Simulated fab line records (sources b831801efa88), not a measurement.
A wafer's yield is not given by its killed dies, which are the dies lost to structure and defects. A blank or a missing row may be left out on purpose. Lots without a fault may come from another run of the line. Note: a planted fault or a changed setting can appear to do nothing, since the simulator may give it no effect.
fab line records	flow gf180mcu
[record] lots = 15	wafers = 45	last-day = 34
route steps=602 shown V4@493 MIM@522
lots that met no fault: from a run of the same line without faults
start-h: start of the lot's first displayed wafer, in hours after the record's first day	wait-h: hours from the lot's prior step to this one	" the same as in the row above	L1.1+2: one row covering several wafers at once	- either no value or no given start	* or withheld: withheld	< > ~ a bound
route shown NAME@n: NAME is a module with steps in the file, n the number in the route of the first one	usual: average and standard deviation across the fault-free wafers	same: alike in all rows	chamber/n: place in a boat	sites: each site's reading	_std_site: standard deviation across them	_edge_site: mean of outer sites minus mean of inner sites	radius-mm: for every site, how far away it sits from the centre of the wafer	mask NAME#n: copy n	behind: tool/chamber where the wafer was last shaped	hold: why the lot went on hold/how many hours it stayed there/how the hold came to an end	device: whichever transistor did not switch (one of n, p or np)	end of line: at the end of the route, the tests of the same wafers	for a step that has no rows: nothing shown but its recipe	killed: dies that structure and defects cost at the first sort, which is not the same as the wafer's yield	map: shows each die of a wafer: x if killed, . if not, _ if none is there
set.NAME: the run value of the setting; set.NAME@STEP: its run value at that earlier step	model.NAME: the simulator's own value behind a step, which no gauge read
a sample of lots followed through the steps of the route, with each step as a table and each wafer as a row
services: a tool's chamber out of use, with start hour (start-h, from the record's first day; less than 0 if before it), hours out, and reason
[[steps]]
[step GF_V4_ETCH_17]
[recipe] chemistry = C4F8/O2/Ar	mask-material = KrF	target = SiO2	stop-on = TiN	source-w = 1500	bias-w = 1200	pressure-mtorr = 40	c4f8-flow-sccm = withheld	O2_flow_sccm = 6	Ar_flow_sccm = 300	time-s = withheld	target-depth-a = 6300
[usual] oes-product-au = 0.856/0.0044
lot.wafer	tool	chamber	start-h	wait-h	oes-product-au
L851.2	rie-diel-04	1	-	-	0.856
L851.3	"	0	"	"	0.860
L851.4	"	2	"	"	0.853
L853.2	rie-diel-01	1	-	-	0.859
L853.4	"	0	"	"	0.854
L853.5	"	1	"	"	0.860
L854.2	rie-diel-03	2	-	-	0.856
L854.3	"	3	"	"	0.849
L854.6	"	0	"	"	0.852
L855.3	rie-diel-01	1	-	-	0.848
L855.4	"	3	"	"	0.857
L855.6	"	1	"	"	0.851
L856.2	rie-diel-04	1	-	-	0.858
L856.3	"	2	"	"	0.854
L856.5	"	3	"	"	0.854
L857.3	rie-diel-03	2	-	-	0.855
L857.4	"	0	"	"	0.857
L857.6	"	1	"	"	0.852
L858.2	rie-diel-03	2	-	-	0.858
L858.3	"	0	"	"	0.855
L858.4	"	3	"	"	0.856
L866.1	rie-diel-03	3	-	-	0.851
L866.3	"	1	"	"	0.851
L866.4	"	3	"	"	0.857
L867.1	rie-diel-04	1	-	-	0.858
L867.3	"	0	"	"	0.850
L867.6	"	0	"	"	0.854
L869.1	rie-diel-03	2	-	-	0.859
L869.4	"	3	"	"	0.859
L869.5	"	0	"	"	0.856
L870.1	rie-diel-03	3	-	-	0.858
L870.3	"	0	"	"	0.860
L870.5	"	1	"	"	0.860
L871.1	rie-diel-03	3	-	-	0.855
L871.3	"	0	"	"	0.858
L871.5	"	0	"	"	0.857
L872.1	rie-diel-01	3	-	-	0.862
L872.2	"	0	"	"	0.862
L872.6	"	3	"	"	0.849
L873.1	rie-diel-04	3	-	-	0.853
L873.3	"	1	"	"	0.860
L873.6	"	3	"	"	0.850
L874.1	rie-diel-04	0	-	-	0.856
L874.2	"	1	"	"	0.861
L874.4	"	3	"	"	0.867
[step GF_V4_CVD_23]
[recipe] material = W	target-thk-nm = 350	time-s = 104.9	temp-c = 400	pressure-torr = 40
[usual] heater-power-outer-w = 587/110	heater-power-w = 934/160
lot.wafer	tool	chamber	start-h	wait-h	heater-power-outer-w	heater-power-w
L851.2	cvd-w-01	0	566.19	0.0	620	941
L851.3	"	0	"	"	624	962
L851.4	"	1	"	"	707	1135
L853.2	cvd-w-02	0	580.90	0.0	415	731
L853.4	"	0	"	"	415	702
L853.5	"	0	"	"	421	706
L854.2	cvd-w-02	1	589.25	0.0	492	745
L854.3	"	1	"	"	497	799
L854.6	"	1	"	"	504	781
L855.3	cvd-w-02	1	600.87	0.1	478	760
L855.4	"	0	"	"	415	717
L855.6	"	0	"	"	419	717
L856.2	cvd-w-01	0	609.69	0.0	626	939
L856.3	"	1	"	"	708	1133
L856.5	"	1	"	"	710	1143
L857.3	cvd-w-01	0	614.25	0.1	622	953
L857.4	"	1	"	"	732	1130
L857.6	"	1	"	"	727	1128
L858.2	cvd-w-01	1	618.05	0.0	722	1134
L858.3	"	0	"	"	594	953
L858.4	"	1	"	"	710	1127
L866.1	cvd-w-02	0	679.83	0.0	426	734
L866.3	"	1	"	"	495	775
L866.4	"	0	"	"	426	732
L867.1	cvd-w-02	0	689.06	0.0	426	709
L867.3	"	0	"	"	421	717
L867.6	"	0	"	"	423	698
L869.1	cvd-w-01	1	705.21	0.0	725	1125
L869.4	"	0	"	"	631	958
L869.5	"	0	"	"	628	949
L870.1	cvd-w-02	0	707.01	0.0	428	722
L870.3	"	1	"	"	495	801
L870.5	"	1	"	"	497	776
L871.1	cvd-w-01	1	712.84	0.0	712	1105
L871.3	"	0	"	"	620	997
L871.5	"	1	"	"	716	1142
L872.1	cvd-w-01	0	721.00	0.0	603	975
L872.2	"	1	"	"	717	1128
L872.6	"	1	"	"	708	1160
L873.1	cvd-w-02	1	722.75	0.0	491	788
L873.3	"	1	"	"	500	813
L873.6	"	1	"	"	501	809
L874.1	cvd-w-01	1	731.22	0.0	729	1123
L874.2	"	0	"	"	608	949
L874.4	"	1	"	"	718	1133
[step GF_V4_RS_MEAS_24]
[recipe] thk-meas-gauge = four-point-probe	reads = W_of_V4_CVD_23+TiN_of_V4_SPUTTER_22+Ti_of_V4_SPUTTER_21
[usual] V4_W_RS = 0.325/0.0033
lot.wafer	tool	chamber	start-h	wait-h	V4_W_RS[ohm/sq]
L851.2	film-metro-01	-	566.32	0.1	0.327
L851.3	"	-	"	"	0.328
L851.4	"	-	"	"	0.321
L853.2	film-metro-04	-	581.03	0.1	0.323
L853.4	"	-	"	"	0.324
L853.5	"	-	"	"	0.327
L854.2	film-metro-04	-	589.38	0.1	0.328
L854.3	"	-	"	"	0.323
L854.6	"	-	"	"	0.324
L855.3	film-metro-04	-	600.99	0.1	0.330
L855.4	"	-	"	"	0.333
L855.6	"	-	"	"	0.330
L856.2	film-metro-01	-	609.82	0.1	0.327
L856.3	"	-	"	"	0.327
L856.5	"	-	"	"	0.323
L857.3	film-metro-04	-	614.37	0.1	0.326
L857.4	"	-	"	"	0.322
L857.6	"	-	"	"	0.321
L858.2	film-metro-04	-	618.19	0.1	0.324
L858.3	"	-	"	"	0.327
L858.4	"	-	"	"	0.324
L866.1	film-metro-03	-	679.94	0.1	0.327
L866.3	"	-	"	"	0.329
L866.4	"	-	"	"	0.330
L867.1	film-metro-04	-	689.17	0.1	0.323
L867.3	"	-	"	"	0.323
L867.6	"	-	"	"	0.321
L869.1	film-metro-03	-	705.32	0.1	0.322
L869.4	"	-	"	"	0.329
L869.5	"	-	"	"	0.323
L870.1	film-metro-01	-	707.12	0.1	0.325
L870.3	"	-	"	"	0.319
L870.5	"	-	"	"	0.321
L871.1	film-metro-04	-	712.95	0.1	0.321
L871.3	"	-	"	"	0.329
L871.5	"	-	"	"	0.322
L872.1	film-metro-01	-	721.11	0.1	0.327
L872.2	"	-	"	"	0.327
L872.6	"	-	"	"	0.328
L873.1	film-metro-04	-	722.86	0.1	0.323
L873.3	"	-	"	"	0.324
L873.6	"	-	"	"	0.323
L874.1	film-metro-03	-	731.33	0.1	0.321
L874.2	"	-	"	"	0.328
L874.4	"	-	"	"	0.320
[step GF_MIM_METAL_ETCH_19]
[recipe] chemistry = Cl2/BCl3	mask-material = NOVOLAK	stop-on = Si3N4	target-depth-nm = 324.5	pressure-mtorr = 8	icp-w = 800	bias-w = 140	Cl2_flow_sccm = 80	bcl3-flow-sccm = 40	time-s = 54.1
[usual] drypump-motor-current-A = 5.6/0.44	oes-product-au = 0.939/0.0064	throttle-valve-pct = 28.286/0.011
lot.wafer	tool	chamber	start-h	wait-h	drypump-motor-current-A	oes-product-au	rf-hours-counter-h	throttle-valve-pct
L851.2	rie-metal-04	1	588.63	0.1	5.1	0.929	2	28.283
L851.3	"	0	"	"	6.2	0.936	-	28.290
L851.4	"	1	"	"	5.1	0.938	-	28.300
L853.2	rie-metal-03	0	602.98	0.1	6.3	0.932	11	28.290
L853.4	"	1	"	"	6.1	0.927	-	28.291
L853.5	"	1	"	"	6.1	0.939	-	28.287
L854.2	rie-metal-02	1	611.25	0.1	5.4	0.939	-	28.291
L854.3	"	1	"	"	5.4	0.929	-	28.289
L854.6	"	1	"	"	5.4	0.932	-	28.292
L855.3	rie-metal-02	1	622.89	0.1	5.4	0.943	-	28.272
L855.4	"	0	"	"	5.2	0.946	-	28.272
L855.6	"	0	"	"	5.2	0.939	-	28.264
L856.2	rie-metal-02	1	631.43	0.1	5.5	0.896	5	28.337
L856.3	"	1	"	"	5.5	0.891	-	28.323
L856.5	"	1	"	"	5.4	0.900	-	28.337
L857.3	rie-metal-02	0	635.05	0.1	5.2	0.910	-	28.323
L857.4	"	1	"	"	5.4	0.895	-	28.365
L857.6	"	0	"	"	5.2	0.907	-	28.318
L858.2	rie-metal-02	0	639.32	0.1	5.2	0.907	0	28.327
L858.3	"	1	"	"	5.4	0.899	-	28.356
L858.4	"	0	"	"	5.2	0.910	-	28.307
L866.1	rie-metal-03	1	699.47	0.1	6.1	0.941	10	28.288
L866.3	"	1	"	"	6.1	0.928	-	28.303
L866.4	"	1	"	"	6.1	0.937	-	28.277
L867.1	rie-metal-02	0	708.52	0.1	5.2	0.935	2	28.310
L867.3	"	0	"	"	5.2	0.934	-	28.289
L867.6	"	0	"	"	5.2	0.934	-	28.286
L869.1	rie-metal-02	1	724.13	0.1	5.4	0.950	9	28.282
L869.4	"	0	"	"	5.2	0.955	-	28.262
L869.5	"	1	"	"	5.4	0.943	-	28.273
L870.1	rie-metal-02	0	725.48	0.1	5.2	0.937	3	28.290
L870.3	"	1	"	"	5.4	0.937	-	28.286
L870.5	"	0	"	"	5.2	0.938	-	28.271
L871.1	rie-metal-02	0	731.57	0.1	5.2	0.936	3	28.283
L871.3	"	1	"	"	5.5	0.943	-	28.280
L871.5	"	1	"	"	5.5	0.939	-	28.296
L872.1	rie-metal-04	1	739.12	0.1	5.1	0.938	7	28.275
L872.2	"	0	"	"	6.2	0.930	5	28.310
L872.6	"	0	"	"	6.2	0.931	-	28.288
L873.1	rie-metal-03	1	740.98	0.1	6.1	0.943	12	28.291
L873.3	"	1	"	"	6.1	0.941	-	28.266
L873.6	"	1	"	"	6.1	0.946	-	28.272
L874.1	rie-metal-02	1	749.43	0.1	5.5	0.950	10	28.276
L874.2	"	0	"	"	5.2	0.953	4	28.285
L874.4	"	0	"	"	5.2	0.940	-	28.279
[step GF_MIM_STRIP_20]
[recipe] chemistry = O2/N2	power-w = 1400	pressure-mtorr = 1500	platen-temp-c = 250	o2-flow-sccm = 3000	n2-flow-sccm = 300	overash-fraction = 0.5
[usual] drypump-motor-current-A = 5.6/0.41	heater-power-w = 308/22	oes-product-au = 0.692/0.0049	strip-time-to-endpoint-s = 11.23/0.04
lot.wafer	tool	chamber	start-h	wait-h	drypump-motor-current-A	heater-power-w	oes-product-au	rf-hours-counter-h	strip-time-to-endpoint-s
L851.2	plasma-asher-02	0	588.70	0.0	5.0	284	0.692	52	11.26
L851.3	"	0	"	"	5.1	289	0.690	-	11.23
L851.4	"	1	"	"	5.3	301	0.690	-	11.29
L853.2	plasma-asher-01	1	603.05	0.0	6.2	329	0.688	85	11.26
L853.4	"	0	"	"	6.0	286	0.686	-	11.19
L853.5	"	0	"	"	6.1	300	0.691	-	11.24
L854.2	plasma-asher-04	0	611.36	0.1	5.8	359	0.692	21	11.27
L854.3	"	1	"	"	5.7	298	0.686	-	11.27
L854.6	"	0	"	"	5.8	356	0.694	-	11.27
L855.3	plasma-asher-04	1	622.97	0.1	5.7	310	0.690	-	11.23
L855.4	"	0	"	"	5.8	353	0.692	-	11.15
L855.6	"	1	"	"	5.7	308	0.690	-	11.18
L856.2	plasma-asher-02	1	631.50	0.0	5.3	294	0.701	57	11.44
L856.3	"	1	"	"	5.3	302	0.703	-	11.50
L856.5	"	0	"	"	5.1	284	0.702	-	11.47
L857.3	plasma-asher-02	1	635.13	0.1	5.3	301	0.698	-	11.54
L857.4	"	0	"	"	5.1	302	0.709	-	11.58
L857.6	"	0	"	"	5.1	284	0.707	-	11.53
L858.2	plasma-asher-01	0	639.39	0.0	6.1	296	0.697	90	11.48
L858.3	"	1	"	"	6.2	327	0.705	-	11.48
L858.4	"	0	"	"	6.1	289	0.704	-	11.41
L866.1	plasma-asher-02	1	699.61	0.1	5.3	299	0.685	65	11.17
L866.3	"	1	"	"	5.3	294	0.692	-	11.18
L866.4	"	0	"	"	5.1	289	0.697	-	11.17
L867.1	plasma-asher-02	1	708.59	0.0	5.3	300	0.689	65	11.23
L867.3	"	0	"	"	5.1	292	0.701	-	11.19
L867.6	"	1	"	"	5.3	297	0.687	-	11.21
L869.1	plasma-asher-02	1	724.20	0.0	5.3	300	0.686	67	11.18
L869.4	"	1	"	"	5.3	306	0.686	-	11.15
L869.5	"	1	"	"	5.3	298	0.689	-	11.19
L870.1	plasma-asher-01	0	725.55	0.0	6.1	289	0.683	99	11.19
L870.3	"	0	"	"	6.1	287	0.692	-	11.23
L870.5	"	1	"	"	6.2	329	0.690	-	11.16
L871.1	plasma-asher-01	0	731.64	0.0	6.1	297	0.693	100	11.19
L871.3	"	0	"	"	6.1	303	0.696	-	11.22
L871.5	"	0	"	"	6.1	296	0.690	-	11.21
L872.1	plasma-asher-02	0	739.19	0.0	5.1	299	0.695	68	11.19
L872.2	"	1	"	"	5.3	299	0.694	68	11.17
L872.6	"	0	"	"	5.1	286	0.691	-	11.16
L873.1	plasma-asher-02	1	741.05	0.0	5.3	302	0.686	69	11.26
L873.3	"	1	"	"	5.3	294	0.693	-	11.24
L873.6	"	0	"	"	5.1	293	0.692	-	11.22
L874.1	plasma-asher-04	1	749.50	0.0	5.7	310	0.690	38	11.21
L874.2	"	0	"	"	5.8	350	0.688	38	11.19
L874.4	"	0	"	"	5.8	356	0.694	-	11.22
[[services]]
tool	chamber	start-h	hours	kind
plasma-asher-04	-	569.61	1.5	repair
rie-diel-04	0	571.28	12.0	repair
rie-metal-03	0	571.83	8.2	repair
rie-metal-02	0	582.86	-	clean
rie-metal-02	0	582.86	35.9	scheduled-down
rie-metal-02	0	582.86	35.9	vent-cycle
rie-metal-04	-	588.70	14.6	pm
rie-metal-03	-	590.26	9.0	repair
plasma-asher-04	-	626.89	0.6	repair
rie-diel-04	0	627.21	4.1	repair
cvd-w-02	-	628.03	14.6	pm
plasma-asher-01	-	640.26	3.1	repair
rie-diel-03	0	641.35	3.1	repair
rie-metal-02	0	647.45	14.7	repair
rie-diel-03	0	666.09	-	clean
rie-diel-03	0	666.09	15.2	scheduled-down
rie-diel-03	0	666.09	15.2	vent-cycle
rie-diel-01	2	679.60	19.2	repair
plasma-asher-04	-	680.67	1.3	repair
rie-diel-04	2	720.77	7.6	repair
rie-diel-03	2	730.22	3.7	repair
rie-diel-03	-	734.33	0.5	repair
rie-diel-03	1	736.00	-	clean
rie-diel-03	1	736.00	21.5	scheduled-down
[[key]]
[first-sign] step = GF_MIM_METAL_ETCH_19	reading = oes-product-au	direction = down	sigmas = 5.9	usual = 0.939	struck = 0.902
[effect] step = GF_MIM_METAL_ETCH_19	reading = throttle-valve-pct	direction = up	sigmas = 4.2	usual = 28.286	struck = 28.333
[effect] step = GF_MIM_STRIP_20	reading = strip-time-to-endpoint-s	direction = up	sigmas = 6.6	usual = *	struck = *
met-at GF_MIM_METAL_ETCH_19
struck-lots L856,L857,L858
sort-left-out L856.2,L856.3,L856.5,L857.3,L857.4,L857.6,L858.2,L858.3,L858.4
not-acting-at GF_V4_ETCH_17,GF_V4_CVD_23,GF_V4_RS_MEAS_24
onset-between 622.89 631.43
[fault] kind = process-parameter-drift	tool = rie-metal-02	chamber = -	onset-h = 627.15	steps = GF_MIM_METAL_ETCH_19	channel = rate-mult	offset = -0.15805	shape = step	end-h = 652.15
// sort-left-out: the simulated sort isn't trusted on such a fault, so these wafers' sort isn't shown, and their yield isn't known
